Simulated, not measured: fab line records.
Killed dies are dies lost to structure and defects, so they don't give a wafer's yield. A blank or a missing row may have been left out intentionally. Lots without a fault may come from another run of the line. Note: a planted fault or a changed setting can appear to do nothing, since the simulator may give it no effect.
Which tool is to blame? | flow sky130 | 13 lots with 39 wafers sampled at 5 steps, on a route of 708 steps

## WHAT EACH GAUGE READ, for each wafer
SKY_FIELD_ISO_BOW_MEAS_00.
lot  | measured    | on            | INCOMING_BOW (um)
L765 | day 1 10:02 | film-metro-03 | -4 -12 8
L768 | day 2 01:00 | film-metro-01 | -2 6 4
L769 | day 2 06:00 | film-metro-03 | -5 4 2
L771 | day 2 16:00 | film-metro-01 | -2 1 6
L774 | day 3 07:00 | film-metro-01 | -6 9 4
L775 | day 3 12:01 | film-metro-03 | 4 -6 -10
L776 | day 3 17:00 | film-metro-02 | -8 7 0
L777 | day 3 22:01 | film-metro-03 | 0 8 1
L778 | day 4 03:00 | film-metro-01 | -3 2 -8
L779 | day 4 08:00 | film-metro-01 | 3 20 -7
L780 | day 4 13:00 | film-metro-02 | 9 -5 2
L783 | day 5 04:00 | film-metro-02 | 9 14 -10
L788 | day 6 05:01 | film-metro-03 | 0 -6 0

SKY_PWDE_OVL_MEAS_07.
lot  | measured    | on         | PWDE_OVL (nm)
L765 | day 3 21:27 | overlay-02 | 3.2 0.2 0.2
L768 | day 4 14:17 | overlay-02 | 1.6 1.8 1.4
L769 | day 4 19:35 | overlay-02 | 1.5 2.4 2.3
L771 | day 5 06:25 | overlay-01 | 3.2 2.6 2.2
L774 | day 5 23:46 | overlay-02 | 0.0 2.3 0.9
L775 | day 6 05:10 | overlay-02 | 2.8 3.5 3.3
L776 | day 6 10:37 | overlay-02 | 0.4 2.0 2.4
L777 | day 6 15:26 | overlay-01 | 1.6 1.8 2.9
L778 | day 6 21:52 | overlay-01 | 2.1 1.9 0.7
L779 | day 7 02:37 | overlay-01 | 0.8 0.6 1.7
L780 | day 7 07:26 | overlay-02 | -0.7 -0.1 0.9
L783 | day 7 23:47 | overlay-02 | -0.7 0.7 -2.3
L788 | day 9 04:43 | overlay-02 | 3.1 2.9 2.6

SKY_VT_ADJUST_HVTP_TW_MEAS_11.
lot  | measured     | on            | VT_ADJUST_HVTP_TW
L765 | day 6 02:46  | film-metro-04 | 1363 1362 1362
L768 | day 6 23:05  | film-metro-04 | 1367 1356 1361
L769 | day 7 03:50  | film-metro-01 | 1370 1356 1362
L771 | day 7 17:18  | film-metro-04 | 1356 1350 1353
L774 | day 8 11:38  | film-metro-04 | 1352 1351 1352
L775 | day 8 17:21  | film-metro-01 | 1365 1365 1365
L776 | day 8 22:02  | film-metro-04 | 1353 1351 1357
L777 | day 9 03:33  | film-metro-04 | 1364 1360 1364
L778 | day 9 12:51  | film-metro-02 | 1344 1345 1341
L779 | day 9 17:08  | film-metro-01 | 1368 1361 1370
L780 | day 9 22:14  | film-metro-02 | 1353 1344 1341
L783 | day 10 18:02 | film-metro-04 | 1344 1341 1348
L788 | day 12 02:30 | film-metro-02 | 1335 1336 1329

SKY_VT_ADJUST_LVTN_TW_MEAS_10.
lot  | measured     | on            | VT_ADJUST_LVTN_TW
L765 | day 6 22:31  | film-metro-03 | 237.2 236.4 238.7
L768 | day 7 18:52  | film-metro-01 | 243.3 241.8 242.8
L769 | day 8 00:25  | film-metro-03 | 239.4 239.3 240.4
L771 | day 8 12:51  | film-metro-01 | 241.2 242.2 241.5
L774 | day 9 08:30  | film-metro-03 | 239.1 239.8 239.2
L775 | day 9 14:49  | film-metro-04 | 243.0 243.3 242.3
L776 | day 9 20:09  | film-metro-04 | 242.2 242.3 242.0
L777 | day 10 01:44 | film-metro-01 | 240.6 243.1 241.9
L778 | day 10 11:06 | film-metro-01 | 242.6 242.7 242.1
L779 | day 10 15:15 | film-metro-04 | 240.9 240.6 240.9
L780 | day 10 20:58 | film-metro-01 | 242.8 241.5 241.1
L783 | day 11 17:06 | film-metro-03 | 235.7 234.3 234.3 235.9 235.7 234.4
L788 | day 13 02:40 | film-metro-01 | 241.8 243.6 242.9

## WHICH TOOL RAN EACH LOT (tool, then ch and the chambers of the sampled wafers, then the start)
lot  | SKY_VT_ADJUST_LVTN_IMPLANT_08
L765 | implanter-01 ch 0, day 6 22:18
L768 | implanter-03 ch 0, day 7 18:37
L769 | implanter-03 ch 0, day 8 00:10
L771 | implanter-01 ch 0, day 8 12:36
L774 | implanter-01 ch 0, day 9 08:15
L775 | implanter-04 ch 0, day 9 14:34
L776 | implanter-04 ch 0, day 9 19:54
L777 | implanter-03 ch 0, day 10 01:30
L778 | implanter-03 ch 0, day 10 10:51
L779 | implanter-04 ch 0, day 10 15:00
L780 | implanter-01 ch 0, day 10 20:43
L783 | implanter-03 ch 0, day 11 16:51
L788 | implanter-04 ch 0, day 13 02:25
- SKY_VT_ADJUST_LVTN_IMPLANT_08

## WHAT THE TOOLS THEMSELVES READ (means of the sampled wafers that have a number; where no wafer has one, the mark that the record gives instead)
SKY_VT_ADJUST_LVTN_IMPLANT_08.
lot  | tool         | faraday-current-uA
L765 | implanter-01 | 8.87
L768 | implanter-03 | 8.95
L769 | implanter-03 | 8.68
L771 | implanter-01 | 8.68
L774 | implanter-01 | 8.79
L775 | implanter-04 | 8.85
L776 | implanter-04 | 8.86
L777 | implanter-03 | 8.82
L778 | implanter-03 | 8.91
L779 | implanter-04 | 8.85
L780 | implanter-01 | 8.79
L783 | implanter-03 | 8.85
L788 | implanter-04 | 8.82

## THE ANSWER, worked out from the rows above alone
Rule: the lots themselves supply what counts as usual. Put in order of their means at a reading, lots are off if they are a third of the lots or fewer, leave a main group of 4 or more, and stand apart from it by a gap of 3 or more times the standard deviation of the main group's means; of several such gaps the widest counts. A main group whose means are all the same, to the digits that the tables above print for the reading, isn't used. A lot without any number at a reading at which 4 lots or more have one is off too. All remaining lots with rows at the step are treated as sound. First the gauges in route order, then the tools' own readings, where a lot's mean is used as printed above. The first step at which some lot is off is used, and at that step the reading that is off furthest; a lot without a number counts as furthest.
No lot is off on any of the readings shown, so nothing can be concluded from this.

## WHAT THE SIMULATOR PUT IN
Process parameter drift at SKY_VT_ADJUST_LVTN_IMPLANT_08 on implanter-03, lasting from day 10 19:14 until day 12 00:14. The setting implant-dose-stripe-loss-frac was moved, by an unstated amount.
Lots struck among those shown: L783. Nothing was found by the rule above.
